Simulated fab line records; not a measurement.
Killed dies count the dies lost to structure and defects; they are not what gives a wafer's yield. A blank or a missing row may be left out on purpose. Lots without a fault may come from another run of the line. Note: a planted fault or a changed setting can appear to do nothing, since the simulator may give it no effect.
Problem report in the 8D (eight disciplines) form, filled by code + flow sky130 + the parts of the form that need people (team, actions taken, sign-off) are left out

1. PROBLEM STATEMENT
VIA1_HDPCVD_THK at SKY_VIA1_THK_MEAS_01 reads a mean of 797 nm on 3 wafers of 2 lots; wafers without a fault read 1028 nm with a standard deviation of 9.5. That puts it -24 standard deviations away from the usual mean.
First seen on wafer L961.2, day 39 13:25, on filmMetro-01. The record holds 42 wafers of 14 lots with a number at this step. Rule for "out" (also "out of limits"): further than 4 standard deviations from the usual mean. The other wafers with a number count as sound.

2. WHAT THIS IS AND IS NOT
| question                    | is                         | is not                                                                 |
|-----------------------------|----------------------------|------------------------------------------------------------------------|
| which readings at this step | VIA1_HDPCVD_THK            | -                                                                      |
| which lots                  | L961, L962                 | L940, L941, L942, L945, L947, L948, L950, L951, L953, L955, L956, L958 |
| which wafers of those lots  | L961.2, L962.3, L962.5     | L961.1, L961.6, L962.1                                                 |
| read on which gauges        | filmMetro-01, filmMetro-04 | filmMetro-03                                                           |
| when                        | from day 39 13:25          | up to then (38 sound wafers); but 1 sound wafer of L962 came after     |

3. SUSPECTS, AND WHAT RULES EACH OUT
Counting: any tool at a process step up to the reading remains a suspect provided it ran every lot that is out. Sound lots after the first of them don't rule it out here, since some wafers of a struck lot are sound.
- the gauge at SKY_VIA1_THK_MEAS_01 has been ruled out. 2 gauges (filmMetro-01, filmMetro-04) read the wafers that are out.
- hdpcvd-02 at SKY_VIA1_HDPCVD_00 (deposits SiO2, target thk 1030 nm, time 171.7 s): kept. It ran every lot that is out, first L961 (day 39 13:18); its last sound lot up to then is L958 (day 38 15:10).
The count leaves hdpcvd-02 at SKY_VIA1_HDPCVD_00.

4. THE CAUSE (what the simulator had put in)
hdpcvd-02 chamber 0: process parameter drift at SKY_VIA1_HDPCVD_00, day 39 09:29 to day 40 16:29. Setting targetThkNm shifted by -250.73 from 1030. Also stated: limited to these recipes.
Counting left only this tool.

5. THE CHAIN OF EFFECTS, in route order
Each row: a reading where the mean over the struck wafers with a number is more than 3 standard deviations away from the usual. Only readings whose record carries a usual standard deviation are examined. hours: median over the lots of the time between each lot's start at the first step of this table that gives one and its start at this step. sigmas: the change, counted in usual standard deviations.
| hours | step                 | reading         | usual   | on struck wafers | change | sigmas |
|-------|----------------------|-----------------|---------|------------------|--------|--------|
| 0     | SKY_VIA1_THK_MEAS_01 | VIA1_HDPCVD_THK | 1028 nm | 797              | -231   | -24    |
Later steps that measure or inspect, where all struck wafers having a row at the step show a number for every such reading and not one has moved that far: SKY_VIA1_OVL_MEAS_13.

6. WHAT WOULD HAVE CAUGHT IT SOONER
4 hours passed between the start of the fault at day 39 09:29 and the first reading out of limits at a measuring or inspecting step in this record, taken at day 39 13:25.
Lots out: 2; of these, L962 started SKY_VIA1_HDPCVD_00 on hdpcvd-02 after day 39 13:25. A tool hold placed at that time would have kept it from harm.
